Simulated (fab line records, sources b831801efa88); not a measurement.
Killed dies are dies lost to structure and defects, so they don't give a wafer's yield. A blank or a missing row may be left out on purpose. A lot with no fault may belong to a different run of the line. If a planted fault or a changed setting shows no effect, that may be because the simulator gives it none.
Shared-tool check + flow gf180mcu + Sampled: 12 lots, 45 wafers

## WHY THIS WAS OPENED
At GF_M2_RS_MEAS_05 the reading M2_ALCU_RS is flagged on 3 of 12 lots. Wafers without a fault read 0.0695 ohm/sq, standard deviation 0.00078.
Rule: a lot gets a flag if all its wafers with a number sit over 4 standard deviations from that mean, or if no wafer of it has a number. All remaining lots are regarded as sound.

| lot  | measured     | on            | M2_ALCU_RS (ohm/sq), wafer by wafer       | flag    |
|------|--------------|---------------|-------------------------------------------|---------|
| L698 | day 18 11:43 | film-metro-01 | 0.0699 0.0709 0.0710                      |         |
| L699 | day 18 15:41 | film-metro-01 | 0.0690 0.0695 0.0702                      |         |
| L701 | day 19 01:47 | film-metro-04 | 7.1166 7.0922 7.0864 7.1113 7.0737 7.0806 | FLAGGED |
| L702 | day 20 03:20 | film-metro-04 | 7.2565 7.2261 7.2591 7.2394 7.2227 7.2579 | FLAGGED |
| L703 | day 20 09:23 | film-metro-01 | 7.1837 7.2220 7.1719 7.1645 7.2012 7.1711 | FLAGGED |
| L704 | day 20 19:36 | film-metro-03 | 0.0698 0.0701 0.0686                      |         |
| L706 | day 21 20:20 | film-metro-03 | 0.0689 0.0698 0.0693                      |         |
| L717 | day 24 16:57 | film-metro-01 | 0.0684 0.0687 0.0683                      |         |
| L718 | day 25 05:46 | film-metro-04 | 0.0684 0.0692 0.0703                      |         |
| L719 | day 25 14:29 | film-metro-01 | 0.0702 0.0687 0.0691                      |         |
| L720 | day 25 19:01 | film-metro-03 | 0.0708 0.0705 0.0706                      |         |
| L721 | day 26 01:53 | film-metro-03 | 0.0691 0.0698 0.0697                      |         |
On average the flagged lots read 7.1743 ohm/sq, which is +7.1048 ohm/sq against the usual, or +99 or more standard deviations.

## TOOL THAT RAN EACH LOT
4 process steps preceding the reading are held in the record, out of 602 steps in the route. In each cell: the tool, then ch and the chambers that the sampled wafers went through, then the start.
| lot  | flag    | GF_M1_METAL_ETCH_16               | GF_M1_STRIP_17                       | GF_V1_SPUTTER_21             | GF_M2_SPUTTER_02             |
|------|---------|-----------------------------------|--------------------------------------|------------------------------|------------------------------|
| L698 |         | rie-metal-03 ch 0,1, day 17 10:05 | plasma-asher-04 ch 0,1, day 17 10:12 | pvd-sputter-01, day 18 10:46 | pvd-sputter-03, day 18 11:35 |
| L699 |         | rie-metal-01 ch 0,1, day 17 13:07 | plasma-asher-02 ch 0,1, day 17 13:13 | pvd-sputter-01, day 18 14:39 | pvd-sputter-01, day 18 15:32 |
| L701 | FLAGGED | rie-metal-01 ch 0,1, day 17 22:55 | plasma-asher-03 ch 0,1, day 17 23:02 | pvd-sputter-03, day 19 00:53 | pvd-sputter-01, day 19 01:42 |
| L702 | FLAGGED | rie-metal-02 ch 0,1, day 19 00:34 | plasma-asher-04 ch 0,1, day 19 00:40 | pvd-sputter-03, day 20 02:17 | pvd-sputter-02, day 20 03:14 |
| L703 | FLAGGED | rie-metal-03 ch 0,1, day 19 06:52 | plasma-asher-04 ch 0,1, day 19 06:58 | pvd-sputter-01, day 20 08:22 | pvd-sputter-02, day 20 09:18 |
| L704 |         | rie-metal-03 ch 0,1, day 19 16:40 | plasma-asher-02 ch 0,1, day 19 16:47 | pvd-sputter-04, day 20 18:35 | pvd-sputter-01, day 20 19:31 |
| L706 |         | rie-metal-02 ch 0,1, day 20 16:46 | plasma-asher-02 ch 0,1, day 20 16:53 | pvd-sputter-01, day 21 19:17 | pvd-sputter-02, day 21 20:14 |
| L717 |         | rie-metal-03 ch 0,1, day 23 16:15 | plasma-asher-02 ch 0,1, day 23 16:22 | pvd-sputter-04, day 24 16:02 | pvd-sputter-01, day 24 16:52 |
| L718 |         | rie-metal-03 ch 0,1, day 24 04:50 | plasma-asher-04 ch 0,1, day 24 04:57 | pvd-sputter-03, day 25 04:47 | pvd-sputter-02, day 25 05:37 |
| L719 |         | rie-metal-01 ch 0,1, day 24 13:52 | plasma-asher-02 ch 0,1, day 24 13:58 | pvd-sputter-04, day 25 13:34 | pvd-sputter-01, day 25 14:23 |
| L720 |         | rie-metal-01 ch 0,1, day 24 18:30 | plasma-asher-03 ch 0,1, day 24 18:37 | pvd-sputter-04, day 25 18:04 | pvd-sputter-03, day 25 18:53 |
| L721 |         | rie-metal-03 ch 1, day 25 02:03   | plasma-asher-04 ch 0,1, day 25 02:10 | pvd-sputter-04, day 26 00:56 | pvd-sputter-03, day 26 01:46 |
These steps, and what they do:
- GF_M1_METAL_ETCH_16: etches the open film in Cl2/BCl3, stops on SiO2, target depth 627.5 nm, time 104.6 s.
- GF_M1_STRIP_17: strips in O2/N2.
- GF_V1_SPUTTER_21: material Ti, target thk 15 nm, time 80.02 s.
- GF_M2_SPUTTER_02: material AlCu, target thk 450 nm, time 23.9 s.
- GF_M2_RS_MEAS_05: measures by four-point-probe.

## FLAGGED OVER TOTAL, TOOL BY TOOL (the gauges that took the reading come last)
| step                | tool            | lots run | flagged | share of the flagged lots | sound lots run after its first flagged lot |
|---------------------|-----------------|----------|---------|---------------------------|--------------------------------------------|
| GF_M1_METAL_ETCH_16 | rie-metal-01    | 4        | 1       | some                      | 2 (L719,L720)                              |
| GF_M1_METAL_ETCH_16 | rie-metal-02    | 2        | 1       | some                      | 1 (L706)                                   |
| GF_M1_METAL_ETCH_16 | rie-metal-03    | 6        | 1       | some                      | 4 (L704,L717,L718,L721)                    |
| GF_M1_STRIP_17      | plasma-asher-02 | 5        | 0       | none                      | -                                          |
| GF_M1_STRIP_17      | plasma-asher-03 | 2        | 1       | some                      | 1 (L720)                                   |
| GF_M1_STRIP_17      | plasma-asher-04 | 5        | 2       | some                      | 2 (L718,L721)                              |
| GF_V1_SPUTTER_21    | pvd-sputter-01  | 4        | 1       | some                      | 1 (L706)                                   |
| GF_V1_SPUTTER_21    | pvd-sputter-03  | 3        | 2       | some                      | 1 (L718)                                   |
| GF_V1_SPUTTER_21    | pvd-sputter-04  | 5        | 0       | none                      | -                                          |
| GF_M2_SPUTTER_02    | pvd-sputter-01  | 5        | 1       | some                      | 3 (L704,L717,L719)                         |
| GF_M2_SPUTTER_02    | pvd-sputter-02  | 4        | 2       | some                      | 2 (L706,L718)                              |
| GF_M2_SPUTTER_02    | pvd-sputter-03  | 3        | 0       | none                      | -                                          |
| GF_M2_RS_MEAS_05    | film-metro-01   | 5        | 1       | some                      | 2 (L717,L719)                              |
| GF_M2_RS_MEAS_05    | film-metro-03   | 4        | 0       | none                      | -                                          |
| GF_M2_RS_MEAS_05    | film-metro-04   | 3        | 2       | some                      | 1 (L718)                                   |

## THE TABLE: WHAT IT ALLOWS
No row of the table ran every flagged lot.

## WHAT THE SIMULATOR PUT IN
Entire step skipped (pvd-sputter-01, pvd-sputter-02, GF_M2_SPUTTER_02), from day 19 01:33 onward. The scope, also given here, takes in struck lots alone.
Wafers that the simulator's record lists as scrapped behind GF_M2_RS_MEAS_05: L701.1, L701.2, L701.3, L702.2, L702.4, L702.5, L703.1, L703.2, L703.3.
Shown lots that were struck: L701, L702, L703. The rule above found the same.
